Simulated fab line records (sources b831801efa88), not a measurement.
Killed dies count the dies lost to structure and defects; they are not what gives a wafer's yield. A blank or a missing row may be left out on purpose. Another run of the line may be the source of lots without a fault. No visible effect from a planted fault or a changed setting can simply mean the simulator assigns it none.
Chamber matching    flow gf180mcu    rieSi-02 running GF_STI_ETCH_14: 4 sister chambers
The step etches Si in HBr/Cl2/O2, target depth 360 nm, time 102.9 s. 4 wafers are shown with their chamber, then 8 later ones without.

== WAFERS PAIRED WITH THEIR CHAMBERS ==
wafer   chamber  drypumpMotorCurrentA (A)
L413.3  1        5.3
L413.4  2        5.7
L414.6  0        6.0
L415.2  3        5.9

== WAFERS MISSING THEIR CHAMBER ==
wafer   drypumpMotorCurrentA (A)
L415.4  6.0
L415.5  5.3
L421.1  6.0
L421.4  5.6
L421.5  6.0
L422.2  6.0
L422.3  5.6
L422.6  6.0

== CHAMBER TAKEN BY EACH ==
wafer   from the rows above      in truth
L415.4  can't be placed: 0 or 3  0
L415.5  1                        1
L421.1  can't be placed: 0 or 3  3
L421.4  2                        2
L421.5  can't be placed: 0 or 3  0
L422.2  can't be placed: 0 or 3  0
L422.3  2                        2
L422.6  can't be placed: 0 or 3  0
3 of 8 placed correctly. Not placeable from these rows: 5 (in 5, the candidates include the true chamber). Placed wrongly: 0.
How it was worked out, from the rows above alone: a wafer's distance from a chamber is the root of the sum, over the readings, of the square of ((its reading less the chamber's mean) divided by the reading's scatter). If the next closest chamber is less than 2 further off than the closest, the wafer can't be placed; otherwise it belongs to the closest. For every chamber, the mean is computed from those of its wafers that are shown. The scatter (one wafer shown for each chamber): square how far every hidden wafer sits from the nearest shown wafer, average those squares and take the square root.
